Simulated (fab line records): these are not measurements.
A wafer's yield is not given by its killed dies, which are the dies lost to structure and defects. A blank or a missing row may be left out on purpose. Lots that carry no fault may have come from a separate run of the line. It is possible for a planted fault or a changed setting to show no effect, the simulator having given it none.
Which tool is to blame? ; flow gf180mcu ; 39 wafers from 13 lots sampled at 4 of the route's 602 steps

WHAT EACH GAUGE READ, for each wafer
GF_TOP_METAL_CD_MEAS_14: target cd 440 nm. Usual: cd nm at 438.1 nm, with a standard deviation of 2.
lot;measured;on;cd nm (nm);flag
L511;day 28 12:03;cd sem-02;437.5 438.0 438.2;
L512;day 28 18:38;cd sem-02;434.4 438.6 436.1;
L513;day 29 03:29;cd sem-01;441.3 441.0 440.1;
L514;day 29 10:04;cd sem-02;438.7 439.0 438.3;
L515;day 29 16:37;cd sem-01;437.9 437.8 438.3;
L516;day 30 03:00;cd sem-01;437.1 439.4 436.3;
L517;day 30 10:17;cd sem-01;437.0 436.5 436.3;
L518;day 30 16:41;cd sem-02;438.2 436.3 436.3;
L519;day 30 20:02;cd sem-02;440.1 439.5 440.0;
L520;day 31 05:33;cd sem-01;438.0 436.1 435.2;
L521;day 31 12:22;cd sem-01;440.4 442.5 439.1;
L522;day 31 21:47;cd sem-01;436.5 437.4 439.5;
L530;day 33 18:39;cd sem-02;434.5 435.5 434.0;

TOOL THAT RAN EACH LOT (tool first, then ch and the chambers of the sampled wafers, then the start)
lot;GF_V4_CVD_00;GF_V5_ETCH_16;GF_TOP_METAL_SPUTTER_01
L511;hdpcvd-02 ch 0,1,2, day 23 23:38;rie diel-04 ch 1,2, day 27 15:21;pvd sputter-01, day 27 16:50
L512;hdpcvd-01 ch 0,1,2, day 24 04:56;rie diel-04 ch 1,2,3, day 27 21:10;pvd sputter-01, day 27 22:39
L513;hdpcvd-01 ch 0,1,2, day 24 14:50;rie diel-01 ch 1,2, day 28 06:30;pvd sputter-01, day 28 07:59
L514;hdpcvd-02 ch 0,2, day 25 00:47;rie diel-01 ch 0,1,3, day 28 13:06;pvd sputter-04, day 28 14:35
L515;hdpcvd-01 ch 0,1,2, day 25 06:10;rie diel-03 ch 1,2, day 28 19:54;pvd sputter-02, day 28 21:23
L516;hdpcvd-02 ch 0,1,2, day 25 19:07;rie diel-04 ch 1,2,3, day 29 06:40;pvd sputter-02, day 29 08:08
L517;hdpcvd-02 ch 0,1,2, day 26 02:37;rie diel-01 ch 1,3, day 29 14:54;pvd sputter-04, day 29 16:25
L518;hdpcvd-02 ch 1,2, day 26 09:14;rie diel-01 ch 0,2,3, day 29 20:34;pvd sputter-02, day 29 22:02
L519;hdpcvd-01 ch 0,1,2, day 26 12:47;rie diel-01 ch 0,1,3, day 30 00:24;pvd sputter-02, day 30 01:55
L520;hdpcvd-01 ch 0,1,2, day 27 00:38;rie diel-01 ch 2,3, day 30 10:00;pvd sputter-02, day 30 11:29
L521;hdpcvd-02 ch 0,2, day 27 06:34;rie diel-03 ch 0,1,2, day 30 16:43;pvd sputter-01, day 30 18:12
L522;hdpcvd-01 ch 0,1,2, day 27 20:07;rie diel-01 ch 0,2,3, day 31 03:18;pvd sputter-01, day 31 04:53
L530;hdpcvd-01 ch 0,1, day 29 23:15;rie diel-04 ch 0,1,3, day 33 01:09;pvd sputter-04, day 33 03:08
- GF_V4_CVD_00: deposits SiO2, target thk 600 nm, time 100 s.
- GF_V5_ETCH_16: etches BARC in N2/H2.
- GF_TOP_METAL_SPUTTER_01: material TiN, target thk 30 nm, time 25 s.

WHAT THE TOOLS THEMSELVES READ (means of the sampled wafers that have a number; where no wafer has one, the mark that the record gives instead)
GF_V5_ETCH_16. Usual: drypump motor current A 5.5 A, standard deviation 0.43; oes product au 0.853 a.u., standard deviation 0.0047; throttle valve pct 13.227 %, standard deviation 0.0081.
lot;tool;drypump motor current A (A);oes product au (a.u.);throttle valve pct (%);flag
L511;rie diel-04;6.2;0.853;13.225;
L512;rie diel-04;6.1;0.855;13.224;
L513;rie diel-01;5.3;0.851;13.229;
L514;rie diel-01;5.6;0.853;13.224;
L515;rie diel-03;5.1;0.848;13.222;
L516;rie diel-04;6.1;0.856;13.227;
L517;rie diel-01;5.6;0.854;13.228;
L518;rie diel-01;5.4;0.856;13.233;
L519;rie diel-01;5.6;0.853;13.228;
L520;rie diel-01;5.4;0.855;13.223;
L521;rie diel-03;5.3;0.859;13.232;
L522;rie diel-01;5.4;0.853;13.228;
L530;rie diel-04;5.7;0.859;13.224;

GF_TOP_METAL_SPUTTER_01. Usual: throttle valve pct at 30.1 %, with a standard deviation of 1.3.
lot;tool;throttle valve pct (%);flag
L511;pvd sputter-01;29.7;
L512;pvd sputter-01;29.2;
L513;pvd sputter-01;29.1;
L514;pvd sputter-04;30.8;
L515;pvd sputter-02;30.0;
L516;pvd sputter-02;29.7;
L517;pvd sputter-04;30.8;
L518;pvd sputter-02;29.6;
L519;pvd sputter-02;30.5;
L520;pvd sputter-02;29.4;
L521;pvd sputter-01;29.3;
L522;pvd sputter-01;29.5;
L530;pvd sputter-04;30.5;

THE ANSWER, worked out from the rows above alone
Rule: take the mean of a lot's wafers that have a number; if it is more than 3 standard deviations from the usual mean, the lot is off. A lot without any number at a reading at which 4 lots or more have one is off too. The other lots that the step has rows for count as sound. The gauges are gone through in route order, then the tools' own readings, and for those a lot's mean is taken as printed above. The first step at which some lot is off is used, and at that step the reading that is off furthest; a lot without a number counts as furthest.
Across all readings shown, no lot is off: no conclusion can be drawn from this.

WHAT WAS PUT IN BY THE SIMULATOR
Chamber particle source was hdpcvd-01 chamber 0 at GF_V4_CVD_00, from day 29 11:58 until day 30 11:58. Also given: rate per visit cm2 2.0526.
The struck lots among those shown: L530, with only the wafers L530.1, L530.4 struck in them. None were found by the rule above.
